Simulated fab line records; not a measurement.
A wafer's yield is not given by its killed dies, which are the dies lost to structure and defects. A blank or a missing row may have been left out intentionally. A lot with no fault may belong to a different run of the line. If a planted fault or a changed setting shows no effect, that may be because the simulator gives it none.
8D (eight disciplines) problem report, filled in by code | flow sfq_line | the parts of the form that need people (team, actions taken, sign-off) are left out

## 1. THE PROBLEM
Mean M4_NB_RS at SFQ_M4_RS_MEAS_924: 0.604 ohm/sq over 3 wafers in 2 lots; fault-free wafers: 0.890 ohm/sq, standard deviation 0.01. That is -29 standard deviations from the usual mean.
The step: measures by four-point-probe.
First seen on wafer L386.1, day 38 22:28, on film_metro-03. Wafers with a number at this step in the record: 42, from 14 lots. The rule behind "out" and "out of limits": a value lying over 4 standard deviations away from the usual mean. The rest of the wafers with a number are treated as sound.

## 2. WHAT THIS IS AND IS NOT
question                    | is                     | is not
which readings at this step | M4_NB_RS               | -
which lots                  | L386, L388             | L370, L373, L375, L376, L377, L378, L381, L383, L384, L385, L387, L390
which wafers of those lots  | L386.1, L386.3, L388.1 | L386.6, L388.2, L388.4
read on which gauges        | film_metro-03          | film_metro-01, film_metro-02
when                        | from day 38 22:28      | up to then (31 sound wafers); but 8 sound wafers of L387, L388, L390 came after

## 3. THE SUSPECTS, EACH WITH WHAT RULES IT OUT
Counting: any tool at a process step up to the reading remains a suspect provided it ran every lot that is out. Sound lots after the first of them don't rule it out here, since some wafers of a struck lot are sound.
- ruled out: the gauge at SFQ_M4_RS_MEAS_924. All the wafers that are out were read on film_metro-03, but those of them that SFQ_TRILAYER_M4_ETCH_METAL_ETCH_096 has rows for are out there too, on other tools.
- pvd_sputter-06 at SFQ_TRILAYER_M4_DEP_SPUTTER_091 (material Nb, target thk 200 nm, time 133.3 s): kept. It ran every lot that is out, first L386 (day 38 22:22); its last sound lot up to then is L385 (day 38 10:23).
The count leaves pvd_sputter-06 at SFQ_TRILAYER_M4_DEP_SPUTTER_091.

## 4. THE CAUSE (what the simulator had put in)
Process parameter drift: pvd_sputter-06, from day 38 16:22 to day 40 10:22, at SFQ_TRILAYER_M4_DEP_SPUTTER_091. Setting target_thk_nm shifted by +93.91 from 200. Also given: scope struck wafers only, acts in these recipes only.
After counting, this tool was the only one left.

## 5. THE CHAIN OF EFFECTS, in route order
Each row: a reading where the mean over the struck wafers with a number is more than 3 standard deviations away from the usual. Readings are gone through only where the record gives a usual standard deviation; hours: the median, over the lots, of the time from a lot's start at the first step in this table giving one to that lot's start at this step; sigmas: the change measured in usual standard deviations.
hours | step                                | reading        | usual        | on struck wafers | change | sigmas
0     | SFQ_M4_RS_MEAS_924                  | M4_NB_RS       | 0.890 ohm/sq | 0.604            | -0.286 | -29
52    | SFQ_TRILAYER_M4_ETCH_METAL_ETCH_096 | oes_product_au | 0.894 a.u.   | 0.995            | +0.101 | +14
Process steps it contains:
- SFQ_TRILAYER_M4_ETCH_METAL_ETCH_096: etches Nb in Cl2/Ar, stops on SiO2, target depth 240 nm, time 120 s.

## 6. HOW IT WOULD HAVE BEEN CAUGHT EARLIER
In this record the first reading out of limits at a measuring or inspecting step was taken at day 38 22:28, 6 hours after the fault began at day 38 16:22.
Of the tool readings at SFQ_TRILAYER_M4_DEP_SPUTTER_091 for which the record gives a usual standard deviation, none was out on any struck wafer, so an alarm limit of 4 standard deviations on them would not have fired.
Among the 2 lots that are out, L388 began SFQ_TRILAYER_M4_DEP_SPUTTER_091 on pvd_sputter-06 after day 38 22:28. Holding the tool at that time would have saved it.
